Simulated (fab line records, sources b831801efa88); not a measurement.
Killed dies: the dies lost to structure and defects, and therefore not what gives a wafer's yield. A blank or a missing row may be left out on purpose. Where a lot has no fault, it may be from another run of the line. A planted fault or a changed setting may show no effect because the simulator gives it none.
Which tool did it? / flow gf180mcu / Sampling: 6 lots, 18 wafers, 3 of 602 route steps

## WHAT THE GAUGES READ, wafer by wafer
GF_PSD_TW_MEAS_11.
lot=L298; measured=day 14 11:30; on=film_metro-01; PSD_TW=3473 3465 3480
lot=L300; measured=day 15 02:41; on=film_metro-04; PSD_TW=3488 3484 3504
lot=L309; measured=day 19 18:41; on=film_metro-02; PSD_TW=3183 3170 3172
lot=L312; measured=day 20 15:33; on=film_metro-02; PSD_TW=3176 3167 3180
lot=L315; measured=day 21 20:26; on=film_metro-02; PSD_TW=3167 3148 3153
lot=L317; measured=day 22 19:56; on=film_metro-01; PSD_TW=3148 3153 3146

## WHICH TOOL RAN EACH LOT (tool, then ch and the chambers of the sampled wafers, then the start)
lot=L298; GF_PSD_IMPLANT_09=implanter-03 ch 0, day 14 11:16; GF_PSD_STRIP_10=plasma_asher-01 ch 0,1, day 14 11:23
lot=L300; GF_PSD_IMPLANT_09=implanter-03 ch 0, day 15 02:27; GF_PSD_STRIP_10=plasma_asher-02 ch 0,1, day 15 02:35
lot=L309; GF_PSD_IMPLANT_09=implanter-03 ch 0, day 19 18:26; GF_PSD_STRIP_10=plasma_asher-01 ch 0,1, day 19 18:35
lot=L312; GF_PSD_IMPLANT_09=implanter-04 ch 0, day 20 15:19; GF_PSD_STRIP_10=plasma_asher-04 ch 0,1, day 20 15:26
lot=L315; GF_PSD_IMPLANT_09=implanter-03 ch 0, day 21 20:11; GF_PSD_STRIP_10=plasma_asher-02 ch 0,1, day 21 20:20
lot=L317; GF_PSD_IMPLANT_09=implanter-02 ch 0, day 22 19:42; GF_PSD_STRIP_10=plasma_asher-04 ch 0,1, day 22 19:50
- GF_PSD_IMPLANT_09
- GF_PSD_STRIP_10: strips in O2/N2.

## THE ANSWER, worked out from the rows above alone
Rule: the usual values come from the lots themselves. Put in order of their means at a reading, lots are off if they are a third of the lots or fewer, leave a main group of 4 or more, and stand apart from it by a gap of 3 or more times the standard deviation of the main group's means; of several such gaps the widest counts. The tables above print the reading to a certain number of digits; a main group whose means all agree to those digits is not used. A lot without any number at a reading at which 4 lots or more have one is off too. Any other lot the step has rows for is counted as sound.
Off: L298, L300, seen at GF_PSD_TW_MEAS_11 (PSD_TW). The main group: mean 3164, standard deviation 11.
If a tool, at a process step before that reading, ran all the lots that are off and no sound lot after the first of them, it fits. The gauges at GF_PSD_TW_MEAS_11 are tried like those tools. None of those tried fits.

## WHAT THE SIMULATOR HAD PUT IN
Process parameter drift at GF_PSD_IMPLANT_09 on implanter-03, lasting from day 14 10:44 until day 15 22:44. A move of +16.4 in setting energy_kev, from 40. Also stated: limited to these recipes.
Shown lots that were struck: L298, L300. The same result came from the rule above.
